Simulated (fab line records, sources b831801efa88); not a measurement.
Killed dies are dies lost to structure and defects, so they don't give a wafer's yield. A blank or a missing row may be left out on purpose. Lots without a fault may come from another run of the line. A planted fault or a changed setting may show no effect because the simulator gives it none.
Chamber matching | flow gf180mcu | GF_V4_CMP_04 on cmp-01: 4 sister chambers
The step polishes SiO2. 14 wafers are shown with their chamber, then 7 later ones without.

WAFERS WITH THEIR CHAMBER
wafer  | chamber | motor_current_A (A) | time_to_endpoint_s (s) | slurry_flow_ml_min
L371.3 | 2       | 13.1                | 81                     | 150.2
L371.5 | 0       | 12.1                | 91                     | 150.0
L371.6 | 1       | 12.6                | 88                     | 149.8
L373.2 | 0       | 12.3                | 75                     | 149.3
L373.3 | 2       | 13.4                | 74                     | 150.4
L373.6 | 3       | 10.7                | 82                     | 149.7
L374.1 | 1       | 12.5                | 82                     | 150.4
L374.4 | 3       | 10.8                | 84                     | 150.1
L374.5 | 3       | 10.7                | 85                     | 150.9
L375.2 | 0       | 11.9                | 86                     | 149.9
L375.3 | 2       | 12.9                | 83                     | 151.3
L375.4 | 3       | 10.7                | 83                     | 150.0
L380.3 | 0       | 12.5                | 86                     | 150.6
L380.4 | 1       | 12.8                | 96                     | 149.8

SIGNATURES (means of the wafers above)
reading            | chamber 0 | chamber 1 | chamber 2 | chamber 3 | scatter within a chamber
motor_current_A    | 12.200    | 12.633    | 13.133    | 10.725    | 0.195
time_to_endpoint_s | 84.50     | 88.67     | 79.33     | 83.50     | 5.34
slurry_flow_ml_min | 149.950   | 150.000   | 150.633   | 150.175   | 0.506
Rule: a wafer's distance from a chamber is the root of the sum, over the readings, of the square of ((its reading less the chamber's mean) divided by the reading's scatter). The wafer belongs to the nearest chamber; if the next one is less than 2 further off, it can't be placed. The scatter: the root of (the sum of the squares of (reading less its chamber's mean) over the shown wafers, divided by (wafers less chambers)).

WAFERS WITHOUT THEIR CHAMBER
wafer  | motor_current_A (A) | time_to_endpoint_s (s) | slurry_flow_ml_min
L380.6 | 10.3                | 88                     | 149.8
L381.1 | 13.7                | 80                     | 149.8
L381.3 | 10.5                | 76                     | 150.3
L381.5 | 12.6                | 91                     | 149.3
L383.1 | 13.1                | 85                     | 149.9
L383.4 | 10.3                | 86                     | 150.3
L383.5 | 13.2                | 92                     | 150.2

WHICH CHAMBER EACH WENT THROUGH
wafer  | from the rows above     | in truth
L380.6 | 3                       | 3
L381.1 | 2                       | 2
L381.3 | 3                       | 3
L381.5 | can't be placed: 1 or 0 | 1
L383.1 | can't be placed: 2 or 1 | 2
L383.4 | 3                       | 3
L383.5 | can't be placed: 2 or 1 | 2
Placed correctly: 4 of 7. Can't be placed from these rows: 3 (the true chamber is among the candidates in 3). Placed wrongly: 0.
